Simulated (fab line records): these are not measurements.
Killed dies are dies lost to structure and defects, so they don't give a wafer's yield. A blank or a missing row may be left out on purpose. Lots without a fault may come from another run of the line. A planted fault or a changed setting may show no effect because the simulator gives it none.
A lot that was struck, set against a sound lot ; flow sky130 ; 16 steps out of a route of 708
Sound: wafers L659.1, L659.2, L659.5. Wafers struck: L668.1, L668.3, L668.4. The cause comes at the end.
Order at every step that has rows: each side's tool, ch and its chambers, its first start. Under that, the readings that differ: sound wafers ; struck wafers ; difference of the means ; sigmas: that difference in standard deviations of wafers without a fault.
alike: a reading whose means differ by less than 2 such deviations, as well as words and numbers matching on both sides. not compared: withheld readings; readings where some wafer has no value; bounds like >300 that might hide an equal value; numbers whose values overlap and for which the record gives no deviation.
The two part at a step that has a row with sigmas, a row that says differs or no value, or rows on one side only. When numbers do not overlap yet have no deviation, they are printed without sigmas and do not part them. A reading missing from all wafers of one side parts the sides only when that side holds two or more wafers.

first, 5 steps without rows for these wafers: SKY_POLY_GATE_COAT_08 (resist thk 450 nm); SKY_POLY_GATE_SOFTBAKE_09 (time 90 s); SKY_POLY_GATE_EXPOSE_10 (exposes mask P1M, target cd 150 nm); SKY_POLY_GATE_PEB_11; SKY_POLY_GATE_DEVELOP_12 (develop time 60 s).
SKY_POLY_GATE_CD_MEAS_13 targets a cd of 150 nm.
  struck on cd-sem-01, day 21 13:40; sound on cd-sem-01, day 17 21:48
  alike: cd-nm
SKY_POLY_GATE_OVL_MEAS_14:
  struck on overlay-01, day 21 13:47; sound on overlay-02, day 17 21:55
  alike: POLY_GATE_OVL
SKY_POLY_GATE_ETCH_15: etches BARC in N2/H2, stops on SiO2, time 118.5 s, target depth 110 nm.
  sound on rie-diel-04 ch 0,3, day 17 21:57; struck on rie-diel-04 ch 0,2,3, day 21 13:50
  alike: drypump-motor-current-A, n2-flow-sccm, oes-product-au, throttle-valve-pct
  not compared: rf-hours-counter-h
SKY_POLY_GATE_ETCH_16: etches Si3N4 in CH3F/O2, stops on poly-Si, time 147.5 s, target depth 75 nm.
  sound on rie-diel-04 ch 0,3, day 17 22:02; struck on rie-diel-04 ch 0,2,3, day 21 13:55
  alike: drypump-motor-current-A, oes-product-au, throttle-valve-pct
  not compared: rf-hours-counter-h
SKY_POLY_GATE_ETCH_17: etches poly-Si in HBr/Cl2, stops on SiO2, target depth 180 nm, time 70.5 s.
  sound on rie-si-02 ch 0,2,3, day 17 22:08; struck on rie-si-01 ch 0,2,3, day 21 14:01
  alike: drypump-motor-current-A, oes-product-au, throttle-valve-pct
  not compared: rf-hours-counter-h
SKY_POLY_GATE_STRIP_18: strips in O2/N2.
  sound on plasma-asher-02 ch 0,1, day 17 22:11; struck on plasma-asher-02 ch 0,1, day 21 14:04
  alike: drypump-motor-current-A, n2-flow-sccm, oes-product-au, strip-time-to-endpoint-s
  not compared: rf-hours-counter-h
then, 1 step without rows for these wafers: SKY_POLY_GATE_CLEAN_19 (cleans in SC1/SC2, time 150 s).
SKY_POLY_GATE_OXIDATION_20: stabilise 600 s, purge 300 s, target thk 4 nm.
  sound on furnace-01 ch 0, day 18 01:31; struck on furnace-02 ch 0, day 21 14:43
reading;sound;struck;difference;sigmas
spike-tc-bottom-C (C);868.8 869.8 869.5;855.6 854.1 853.8;-14.9;-11
spike-tc-centre-C (C);849.4 850.3 851.3;836.6 836.5 837.5;-13.5;-13
spike-tc-lower-C (C);846.2 847.4 847.0;836.3 835.7 833.8;-11.6;-12
spike-tc-top-C (C);864.4 862.7 863.5;850.5 847.7 850.1;-14.1;-12
spike-tc-upper-C (C);848.9 848.5 849.8;839.1 839.5 837.7;-10.3;-9
tube-center-temp-C (C);850.01 849.99 850.13;837.64 837.81 837.76;-12.31;-99 or more
tube_center_temp_C_max;852.5 852.4 852.4;840.2 840.3 840.4;-12.1;-35
zone-power-lower-pct (%);15.41 15.14 15.02;14.83 14.71 14.67;-0.45;-3
model.SiO2_of_POLY_GATE_OXIDATION_20.thk-nm (nm);4.104 4.138 4.135;3.367 3.336 3.304;-0.790;
SKY_POLY_GATE_THK_MEAS_21:
  struck on film-metro-03, day 21 15:58; sound on film-metro-04, day 18 02:46
reading;sound;struck;difference;sigmas
POLY_GATE_OXIDATION_THK (nm);4.13 4.19 4.15;3.39 3.35 3.35;-0.79;-11
SKY_POLY_GATE_CD_MEAS_22:
  struck on cd-sem-01, day 21 16:01; sound on cd-sem-01, day 18 02:50
  alike: cd-nm
-- record jumps: 27 days separate the struck wafers' starts on either side; left off in module POLY_GATE, taken up again in module PAD_OPEN, whose first shown step is the route's number 708 --
SKY_PAD_OPEN_PROBE_99:
  struck on prober-02, day 48 23:57; sound on prober-01, day 46 19:26
reading;sound;struck;difference;sigmas
model.etest.tip-n.rs-ohm-sq;445 442.8 438.6;428.7 434.8 431.1;-10.6;
  alike: killed_at_M0_to_M3, killed_at_M4_up, killed-at-contacts, killed-at-front-end, killed-at-other, killed-dies, killed-open, killed-short
  not compared: model.etest.tip-sonos.rs-ohm-sq

WHERE THEY PART
First at SKY_POLY_GATE_OXIDATION_20; last, within this record, at SKY_POLY_GATE_THK_MEAS_21. Later steps at which nothing parts them and some readings are alike: SKY_POLY_GATE_CD_MEAS_22, SKY_PAD_OPEN_PROBE_99.

WHY: whatever the simulator had introduced
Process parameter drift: furnace-02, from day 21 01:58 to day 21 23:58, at SKY_POLY_GATE_OXIDATION_20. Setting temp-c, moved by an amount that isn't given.
